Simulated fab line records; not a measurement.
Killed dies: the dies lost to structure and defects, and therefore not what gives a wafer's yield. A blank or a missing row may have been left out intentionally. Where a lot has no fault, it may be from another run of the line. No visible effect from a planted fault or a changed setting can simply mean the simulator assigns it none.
fab line records | flow sky130
[record] lots = 11 | wafers = 33 | last_day = 51
route steps=708 shown LI_CONTACT@364 CONTACT@408
lots with no fault: from the same line, run without faults
start_h: hours from the record's first day to the start of the lot's first wafer shown | wait_h: time in hours since the lot's previous step | " the same as in the row above | L1.1+2: a row that stands for several wafers | - either no value or no given start | * or withheld: withheld | < > ~ a bound
route shown NAME@n: NAME is a module with steps in the file, n the number in the route of the first one | usual: average and standard deviation across the fault-free wafers | same: alike in all rows | chamber/n: place in a boat | sites: readings site by site | _std_site: the values' standard deviation | _edge_site: outer sites' mean less inner sites' | radius_mm: for every site, how far away it sits from the centre of the wafer | mask NAME#n: copy n | behind: the last tool/chamber to shape the wafer | hold: why the lot was held/for how many hours/how that ended | device: transistor that didn't switch, given as n, p or np | end of line: the route-end tests of the same wafers | step lacking rows: just its recipe | killed: the dies lost at the first sort to structure and to defects; this is not the yield of the wafer | map: a wafer's dies, x killed, . not, _ none there
set.NAME: the run value of the setting; set.NAME@STEP: its run value at that earlier step | model.NAME: the simulator's own value behind a step, which no gauge read
one table for each step of the route and one row for each wafer, over a sample of lots
services: when a tool's chamber went out of use (start_h, in hours from the record's first day, below 0 if earlier), for how many hours, and the reason
[[steps]]
[step SKY_LI_CONTACT_CMP_02]
[recipe] material = PSG | down_force_psi = 4 | platen_rpm = 60 | pad_velocity_m_s = 0.94248
[usual] edge_zone_pressure_frac = 1.000/0.005 | motor_current_A = 11.8/1.1 | slurry_flow_ml_min = 149.9/0.43 | time_to_endpoint_s = 33.6/2.8
lot.wafer | tool   | chamber | start_h | wait_h | edge_zone_pressure_frac | motor_current_A | slurry_flow_ml_min | time_to_endpoint_s
L722.4    | cmp-02 | 1       | 644.88  | 0.1    | 0.999                   | 10.9            | 150.0              | 35.2
L722.3    | "      | 2       | "       | "      | 1.004                   | 12.6            | 150.3              | 33.8
L722.6    | "      | 3       | "       | "      | 0.994                   | 11.8            | 150.0              | 34.2
L723.2    | cmp-01 | 1       | 664.87  | 0.0    | 0.998                   | 9.9             | 150.1              | 30.6
L723.1    | "      | 3       | "       | "      | 0.999                   | 12.0            | 150.5              | 36.5
L723.6    | "      | 1       | "       | "      | 1.004                   | 10.0            | 149.8              | 32.8
L725.3    | cmp-01 | 3       | 686.64  | 0.1    | 0.997                   | 11.6            | 149.5              | 39.5
L725.1    | "      | 0       | "       | "      | 0.992                   | 11.7            | 149.6              | 35.4
L725.5    | "      | 3       | "       | "      | 0.995                   | 11.4            | 150.3              | 36.5
L733.3    | cmp-01 | 3       | 747.18  | 0.2    | 1.007                   | 11.3            | 150.3              | 37.3
L733.5    | "      | 0       | "       | "      | 1.009                   | 11.7            | 149.2              | 34.2
L733.6    | "      | 1       | "       | "      | 1.001                   | 10.6            | 149.9              | 32.6
L734.2    | cmp-02 | 3       | 753.85  | 0.0    | 0.996                   | 11.6            | 150.3              | 33.4
L734.4    | "      | 1       | "       | "      | 0.997                   | 11.7            | 150.2              | 31.3
L734.5    | "      | 3       | "       | "      | 1.000                   | 11.4            | 150.0              | 35.3
L735.1    | cmp-01 | 2       | 764.92  | 0.1    | 1.013                   | 13.9            | 150.1              | 30.6
L735.2    | "      | 3       | "       | "      | 1.003                   | 12.2            | 150.5              | 38.1
L735.6    | "      | 0       | "       | "      | 0.996                   | 11.5            | 149.9              | 34.6
L736.3    | cmp-02 | 0       | 791.56  | 0.0    | 0.997                   | 11.5            | 150.1              | 32.7
L736.1    | "      | 3       | "       | "      | 1.009                   | 11.4            | 149.7              | 36.7
L736.5    | "      | 0       | "       | "      | 1.000                   | 11.3            | 150.2              | 33.8
L737.2    | cmp-02 | 0       | 794.80  | 0.0    | 1.004                   | 10.7            | 150.3              | 32.6
L737.4    | "      | 2       | "       | "      | 0.992                   | 12.3            | 149.3              | 33.6
L737.3    | "      | 3       | "       | "      | 0.994                   | 11.6            | 149.8              | 36.9
L738.3    | cmp-02 | 3       | 803.88  | 0.1    | 0.999                   | 11.2            | 150.4              | 37.4
L738.5    | "      | 1       | "       | "      | 0.996                   | 11.9            | 149.5              | 36.1
L738.6    | "      | 2       | "       | "      | 1.006                   | 12.7            | 150.6              | 34.3
L740.2    | cmp-01 | 2       | 823.30  | 0.0    | 1.006                   | 14.4            | 150.2              | 34.3
L740.4    | "      | 3       | "       | "      | 0.995                   | 11.2            | 149.9              | 40.9
L740.1    | "      | 0       | "       | "      | 1.002                   | 11.9            | 149.9              | 32.9
L743.2    | cmp-02 | 3       | 864.55  | 0.0    | 0.993                   | 11.5            | 150.3              | 30.1
L743.4    | "      | 1       | "       | "      | 1.007                   | 11.2            | 150.6              | 30.2
L743.1    | "      | 2       | "       | "      | 1.001                   | 12.5            | 150.0              | 31.2
[step SKY_LI_CONTACT_OVL_MEAS_13]
[usual] LI_CONTACT_OVL = 0/5.2
lot.wafer | tool       | chamber | start_h | wait_h | LI_CONTACT_OVL[nm]
L722.3    | overlay-01 | -       | 672.43  | 0.1    | 1
L722.4    | "          | -       | "       | "      | 13
L722.6    | "          | -       | "       | "      | 5
L723.1    | overlay-02 | -       | 692.93  | 0.1    | 9
L723.2    | "          | -       | "       | "      | 8
L723.6    | "          | -       | "       | "      | 5
L725.1    | overlay-01 | -       | 714.92  | 0.1    | 4
L725.3    | "          | -       | "       | "      | -1
L725.5    | "          | -       | "       | "      | -5
L733.3    | overlay-01 | -       | 774.05  | 0.1    | -2
L733.5    | "          | -       | "       | "      | 3
L733.6    | "          | -       | "       | "      | 0
L734.2    | overlay-02 | -       | 780.42  | 0.1    | -2
L734.4    | "          | -       | "       | "      | -1
L734.5    | "          | -       | "       | "      | 8
L735.1    | overlay-02 | -       | 791.84  | 0.1    | -1
L735.2    | "          | -       | "       | "      | -1
L735.6    | "          | -       | "       | "      | 4
L736.1    | overlay-01 | -       | 818.50  | 0.1    | -1
L736.3    | "          | -       | "       | "      | -2
L736.5    | "          | -       | "       | "      | -6
L737.2    | overlay-01 | -       | 821.93  | 0.1    | 1
L737.3    | "          | -       | "       | "      | 2
L737.4    | "          | -       | "       | "      | -8
L738.3    | overlay-02 | -       | 831.05  | 0.1    | -4
L738.5    | "          | -       | "       | "      | 0
L738.6    | "          | -       | "       | "      | 0
L740.1    | overlay-02 | -       | 850.34  | 0.1    | 3
L740.2    | "          | -       | "       | "      | 2
L740.4    | "          | -       | "       | "      | -3
L743.1    | overlay-02 | -       | 891.24  | 0.1    | -12
L743.2    | "          | -       | "       | "      | -9
L743.4    | "          | -       | "       | "      | -8
[step SKY_LI_CONTACT_ETCH_14]
[recipe] chemistry = N2/H2 | target = BARC | ion_energy_ev = 200 | source_w = 500 | bias_w = 100 | pressure_mtorr = 30 | n2_flow_sccm = 100 | h2_flow_sccm = 200 | stop_on = SiO2 | time_s = 45.9 | target_depth_a = 600
[usual] bias_w = 99.93/0.3 | drypump_motor_current_A = 5.5/0.37 | n2_flow_sccm = 100.0/0.31 | oes_product_au = 0.857/0.0051 | throttle_valve_pct = 13.224/0.0091
lot.wafer | tool        | chamber | start_h | wait_h | bias_w | drypump_motor_current_A | n2_flow_sccm | oes_product_au | rf_hours_counter_h | throttle_valve_pct
L722.3    | rie_diel-01 | 2       | 672.45  | 0.0    | 99.45  | 5.1                     | 100.0        | 0.860          | 4                  | 13.222
L722.4    | "           | 0       | "       | "      | 100.07 | 5.2                     | 100.3        | 0.853          | 9                  | 13.230
L722.6    | "           | 2       | "       | "      | 99.70  | 5.1                     | 100.0        | 0.852          | -                  | 13.230
L723.1    | rie_diel-01 | 1       | 692.97  | 0.0    | 99.91  | 5.3                     | 99.9         | 0.859          | 10                 | 13.228
L723.2    | "           | 2       | "       | "      | 100.27 | 5.1                     | 99.9         | 0.858          | 5                  | 13.221
L723.6    | "           | 2       | "       | "      | 100.55 | 5.1                     | 99.8         | 0.852          | -                  | 13.208
L725.1    | rie_diel-04 | 0       | 714.95  | 0.0    | 99.70  | 5.5                     | 99.5         | 0.856          | 5                  | 13.225
L725.3    | "           | 3       | "       | "      | 100.12 | 6.1                     | 99.9         | 0.860          | 5                  | 13.225
L725.5    | "           | 1       | "       | "      | 99.95  | 6.1                     | 100.0        | 0.865          | -                  | 13.210
L733.3    | rie_diel-01 | 0       | 774.07  | 0.0    | 100.14 | 5.2                     | 99.8         | 0.849          | 12                 | 13.230
L733.5    | "           | 2       | "       | "      | 99.66  | 5.1                     | 100.0        | 0.859          | -                  | 13.203
L733.6    | "           | 3       | "       | "      | 100.00 | 6.0                     | 100.0        | 0.851          | -                  | 13.243
L734.2    | rie_diel-01 | 0       | 780.45  | 0.0    | 99.68  | 5.2                     | 99.8         | 0.856          | 12                 | 13.217
L734.4    | "           | 3       | "       | "      | 100.24 | 6.0                     | 99.6         | 0.858          | 15                 | 13.225
L734.5    | "           | 3       | "       | "      | 100.50 | 6.0                     | 99.5         | 0.863          | -                  | 13.212
L735.1    | rie_diel-01 | 2       | 791.87  | 0.0    | 99.76  | 5.1                     | 99.5         | 0.856          | 7                  | 13.230
L735.2    | "           | 3       | "       | "      | 99.23  | 6.0                     | 100.2        | 0.865          | 15                 | 13.227
L735.6    | "           | 0       | "       | "      | 99.77  | 5.1                     | 100.1        | 0.861          | -                  | 13.224
L736.1    | rie_diel-01 | 3       | 818.54  | 0.0    | 100.17 | 6.0                     | 100.2        | 0.863          | 16                 | 13.217
L736.3    | "           | 2       | "       | "      | 100.09 | 5.1                     | 99.4         | 0.862          | 8                  | 13.226
L736.5    | "           | 2       | "       | "      | 99.66  | 5.1                     | 100.1        | 0.848          | -                  | 13.224
L737.2    | rie_diel-02 | 3       | 821.96  | 0.0    | 100.49 | 6.0                     | 99.6         | 0.858          | 6                  | 13.216
L737.3    | "           | 2       | "       | "      | 99.68  | 5.8                     | 100.3        | 0.858          | 18                 | 13.232
L737.4    | "           | 0       | "       | "      | 99.84  | 5.3                     | 100.4        | 0.855          | 7                  | 13.231
L738.3    | rie_diel-02 | 2       | 831.07  | 0.0    | 99.87  | 5.8                     | 99.8         | 0.864          | 18                 | 13.233
L738.5    | "           | 0       | "       | "      | 99.88  | 5.3                     | 100.1        | 0.847          | -                  | 13.225
L738.6    | "           | 3       | "       | "      | 99.55  | 6.0                     | 100.4        | 0.862          | -                  | 13.228
L740.1    | rie_diel-02 | 2       | 850.37  | 0.0    | 100.03 | 5.8                     | 99.8         | 0.852          | 18                 | 13.229
L740.2    | "           | 1       | "       | "      | 99.84  | 5.2                     | 100.7        | 0.861          | 2                  | 13.232
L740.4    | "           | 0       | "       | "      | 100.26 | 5.3                     | 99.8         | 0.845          | 7                  | 13.226
L743.1    | rie_diel-04 | 0       | 891.27  | 0.0    | 100.27 | 5.5                     | 99.4         | 0.856          | 10                 | 13.234
L743.2    | "           | 1       | "       | "      | 100.12 | 6.1                     | 99.5         | 0.854          | 22                 | 13.228
L743.4    | "           | 3       | "       | "      | 100.48 | 6.1                     | 100.1        | 0.854          | 10                 | 13.226
[step SKY_CONTACT_HDPCVD_02]
[recipe] material = SiO2 | target_thk_nm = 565 | sigma_open_frac = 0.3 | time_s = 94.2 | temp_c = 600 | sih4_flow_sccm = 60 | pressure_mtorr = 6
[usual] pressure_mtorr = 6.000/0.013 | sih4_flow_sccm = 59.96/0.17
lot.wafer | tool      | chamber | start_h | wait_h | pressure_mtorr | sih4_flow_sccm
L722.3    | hdpcvd-01 | 1       | 702.46  | 0.0    | 5.978          | 60.08
L722.4    | "         | 2       | "       | "      | 6.006          | 60.09
L722.6    | "         | 0       | "       | "      | 5.994          | 60.05
L723.1    | hdpcvd-02 | 1       | 723.68  | 0.1    | 5.991          | 60.01
L723.2    | "         | 0       | "       | "      | 5.978          | 60.19
L723.6    | "         | 1       | "       | "      | 5.994          | 60.15
L725.1    | hdpcvd-01 | 2       | 744.25  | 0.1    | 5.981          | 59.92
L725.3    | "         | 0       | "       | "      | 6.026          | 59.90
L725.5    | "         | 0       | "       | "      | 6.016          | 60.29
L733.3    | hdpcvd-02 | 1       | 802.65  | 0.0    | 6.015          | 59.87
L733.5    | "         | 1       | "       | "      | 6.017          | 59.79
L733.6    | "         | 0       | "       | "      | 5.991          | 71.89
L734.2    | hdpcvd-01 | 2       | 809.10  | 0.0    | 5.980          | 60.09
L734.4    | "         | 2       | "       | "      | 6.002          | 59.87
L734.5    | "         | 1       | "       | "      | 6.022          | 59.94
L735.1    | hdpcvd-02 | 1       | 820.87  | 0.1    | 5.996          | 59.91
L735.2    | "         | 0       | "       | "      | 6.022          | 72.05
L735.6    | "         | 2       | "       | "      | 6.004          | 60.09
L736.1    | hdpcvd-01 | 0       | 846.21  | 0.1    | 6.028          | 59.70
L736.3    | "         | 1       | "       | "      | 5.997          | 60.00
L736.5    | "         | 0       | "       | "      | 5.998          | 60.36
L737.2    | hdpcvd-01 | 1       | 851.11  | 0.0    | 6.013          | 60.03
L737.3    | "         | 2       | "       | "      | 5.982          | 59.98
L737.4    | "         | 0       | "       | "      | 5.984          | 59.76
L738.3    | hdpcvd-01 | 1       | 859.01  | 0.0    | 6.026          | 60.18
L738.5    | "         | 1       | "       | "      | 6.002          | 59.71
L738.6    | "         | 0       | "       | "      | 6.010          | 60.16
L740.1    | hdpcvd-01 | 0       | 879.24  | 0.1    | 5.986          | 60.00
L740.2    | "         | 2       | "       | "      | 5.997          | 59.98
L740.4    | "         | 1       | "       | "      | 6.013          | 59.94
L743.1    | hdpcvd-02 | 0       | 919.34  | 0.1    | 6.011          | 59.95
L743.2    | "         | 2       | "       | "      | 6.008          | 59.84
L743.4    | "         | 0       | "       | "      | 5.992          | 60.05
[step SKY_CONTACT_THK_MEAS_03]
[recipe] reads = SiO2_of_CONTACT_HDPCVD_02
[usual] CONTACT_HDPCVD_THK = 565/5.6
lot.wafer | tool          | chamber | start_h | wait_h | CONTACT_HDPCVD_THK[nm]
L722.3    | film_metro-02 | -       | 702.55  | 0.1    | 564
L722.4    | "             | -       | "       | "      | 561
L722.6    | "             | -       | "       | "      | 572
L723.1    | film_metro-01 | -       | 723.75  | 0.0    | 567
L723.2    | "             | -       | "       | "      | 563
L723.6    | "             | -       | "       | "      | 562
L725.1    | film_metro-03 | -       | 744.32  | 0.0    | 559
L725.3    | "             | -       | "       | "      | 566
L725.5    | "             | -       | "       | "      | 568
L733.3    | film_metro-01 | -       | 802.74  | 0.1    | 575
L733.5    | "             | -       | "       | "      | 573
L733.6    | "             | -       | "       | "      | 682
L734.2    | film_metro-01 | -       | 809.18  | 0.0    | 564
L734.4    | "             | -       | "       | "      | 566
L734.5    | "             | -       | "       | "      | 565
L735.1    | film_metro-03 | -       | 820.94  | 0.0    | 570
L735.2    | "             | -       | "       | "      | 679
L735.6    | "             | -       | "       | "      | 574
L736.1    | film_metro-02 | -       | 846.28  | 0.0    | 566
L736.3    | "             | -       | "       | "      | 567
L736.5    | "             | -       | "       | "      | 558
L737.2    | film_metro-01 | -       | 851.18  | 0.0    | 557
L737.3    | "             | -       | "       | "      | 549
L737.4    | "             | -       | "       | "      | 551
L738.3    | film_metro-03 | -       | 859.10  | 0.1    | 572
L738.5    | "             | -       | "       | "      | 568
L738.6    | "             | -       | "       | "      | 569
L740.1    | film_metro-03 | -       | 879.31  | 0.0    | 561
L740.2    | "             | -       | "       | "      | 557
L740.4    | "             | -       | "       | "      | 563
L743.1    | film_metro-02 | -       | 919.41  | 0.0    | 564
L743.2    | "             | -       | "       | "      | 575
L743.4    | "             | -       | "       | "      | 562
[step SKY_CONTACT_CMP_04]
[recipe] material = SiO2 | down_force_psi = 4 | platen_rpm = 60 | pad_velocity_m_s = 0.94248
[usual] edge_zone_pressure_frac = 0.999/0.0051 | motor_current_A = 11.9/1.1 | slurry_flow_ml_min = 149.9/0.47 | time_to_endpoint_s = 84/3.2
lot.wafer | tool   | chamber | start_h | wait_h | edge_zone_pressure_frac | motor_current_A | slurry_flow_ml_min | time_to_endpoint_s
L722.4    | cmp-02 | 1       | 702.69  | 0.1    | 1.007                   | 11.7            | 149.8              | 82
L722.3    | "      | 2       | "       | "      | 1.003                   | 12.2            | 149.7              | 83
L722.6    | "      | 3       | "       | "      | 0.996                   | 11.5            | 149.9              | 85
L723.2    | cmp-02 | 1       | 723.86  | 0.1    | 0.999                   | 11.3            | 150.6              | 83
L723.1    | "      | 2       | "       | "      | 0.999                   | 11.5            | 150.0              | 86
L723.6    | "      | 1       | "       | "      | 0.995                   | 11.0            | 150.3              | 79
L725.1    | cmp-01 | 1       | 745.22  | 0.9    | 0.995                   | 10.2            | 149.7              | 78
L725.3    | "      | 3       | "       | "      | 1.003                   | 12.0            | 149.9              | 84
L725.5    | "      | 0       | "       | "      | 0.993                   | 11.9            | 150.0              | 84
L733.3    | cmp-02 | 2       | 802.83  | 0.1    | 1.002                   | 12.0            | 150.5              | 84
L733.5    | "      | 1       | "       | "      | 0.999                   | 11.1            | 150.1              | 86
L733.6    | "      | 2       | "       | "      | 1.001                   | 12.6            | 150.1              | 123
L734.2    | cmp-01 | 3       | 809.33  | 0.1    | 1.000                   | 11.5            | 149.5              | 88
L734.4    | "      | 0       | "       | "      | 1.002                   | 11.3            | 149.6              | 87
L734.5    | "      | 2       | "       | "      | 1.007                   | 14.1            | 150.7              | 87
L735.2    | cmp-01 | 2       | 821.00  | 0.0    | 1.008                   | 14.7            | 149.1              | 126
L735.1    | "      | 0       | "       | "      | 0.997                   | 11.3            | 150.1              | 85
L735.6    | "      | 3       | "       | "      | 0.994                   | 11.8            | 150.0              | 97
L736.1    | cmp-02 | 1       | 846.34  | 0.1    | 0.997                   | 11.2            | 150.3              | 87
L736.3    | "      | 3       | "       | "      | 0.998                   | 12.0            | 150.0              | 86
L736.5    | "      | 2       | "       | "      | 1.001                   | 12.0            | 149.6              | 84
L737.4    | cmp-01 | 3       | 851.28  | 0.1    | 1.006                   | 11.2            | 149.7              | 80
L737.3    | "      | 0       | "       | "      | 1.009                   | 11.3            | 148.9              | 77
L737.2    | "      | 1       | "       | "      | 1.006                   | 10.6            | 149.1              | 80
L738.3    | cmp-01 | 0       | 859.24  | 0.1    | 0.989                   | 11.6            | 150.1              | 88
L738.5    | "      | 2       | "       | "      | 1.002                   | 14.2            | 150.3              | 83
L738.6    | "      | 3       | "       | "      | 0.998                   | 12.1            | 150.5              | 89
L740.2    | cmp-01 | 3       | 879.42  | 0.1    | 1.004                   | 12.4            | 150.4              | 86
L740.1    | "      | 0       | "       | "      | 0.996                   | 11.3            | 149.6              | 83
L740.4    | "      | 1       | "       | "      | 0.999                   | 10.4            | 150.9              | 86
L743.4    | cmp-02 | 3       | 919.52  | 0.1    | 1.000                   | 11.9            | 149.6              | 82
L743.1    | "      | 0       | "       | "      | 1.011                   | 11.5            | 149.0              | 80
L743.2    | "      | 1       | "       | "      | 0.993                   | 11.0            | 149.5              | 88
[[services]]
tool        | chamber | start_h | hours | kind
cmp-01      | -       | 633.44  | 4.0   | pm
cmp-02      | -       | 645.97  | 0.3   | repair
cmp-01      | -       | 650.82  | 3.5   | repair
cmp-01      | -       | 658.87  | 4.3   | repair
hdpcvd-01   | 2       | 660.46  | 1.9   | repair
cmp-02      | -       | 673.69  | 3.6   | pm
rie_diel-01 | 1       | 683.75  | 8.1   | repair
cmp-01      | -       | 700.89  | 0.3   | repair
cmp-02      | -       | 720.96  | 0.3   | repair
cmp-01      | -       | 740.41  | 0.6   | repair
cmp-02      | -       | 744.00  | 4.0   | pm
cmp-01      | -       | 744.11  | 0.8   | repair
rie_diel-01 | 2       | 757.74  | 1.7   | repair
cmp-02      | -       | 757.98  | 1.3   | repair
rie_diel-01 | 1       | 800.78  | 4.7   | repair
hdpcvd-01   | -       | 804.60  | 0.7   | repair
cmp-02      | -       | 828.45  | 0.5   | repair
cmp-01      | -       | 843.13  | 0.5   | repair
cmp-02      | -       | 849.14  | 1.7   | repair
hdpcvd-01   | 0       | 851.33  | 3.0   | repair
cmp-02      | -       | 854.61  | 1.8   | repair
hdpcvd-01   | 2       | 890.14  | 1.9   | repair
cmp-01      | -       | 906.92  | 6.5   | repair
cmp-01      | -       | 913.43  | 4.0   | pm
[[key]]
[first_sign] step = SKY_CONTACT_HDPCVD_02 | reading = sih4_flow_sccm | direction = up | sigmas = 72 | usual = 59.96 | struck = 71.97
[effect] step = SKY_CONTACT_THK_MEAS_03 | reading = CONTACT_HDPCVD_THK | direction = up | sigmas = 21 | usual = 565 | struck = 681
[effect] step = SKY_CONTACT_CMP_04 | reading = time_to_endpoint_s | direction = up | sigmas = 13 | usual = * | struck = *
met_at SKY_CONTACT_HDPCVD_02
struck_lots L733,L735
struck_wafers L733.6,L735.2
tester_left_out L733,L735
not_acting_at SKY_LI_CONTACT_CMP_02,SKY_LI_CONTACT_OVL_MEAS_13,SKY_LI_CONTACT_ETCH_14
onset_between 723.68 802.65
[fault] kind = process_parameter_drift | tool = hdpcvd-02 | chamber = 0 | onset_h = 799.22 | steps = SKY_CONTACT_HDPCVD_02 | channel = sih4_flow_sccm | offset = 12 | shape = step | end_h = 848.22 | acts_in = these_recipes_only | stated = 60
// tester_left_out: of these lots the tester's yield and bins aren't shown, on N5 and GAA mostly nor the transistor test; their killed dies are dies lost to structure and defects alone, not to doping, threshold or leakage, so they don't give the yield
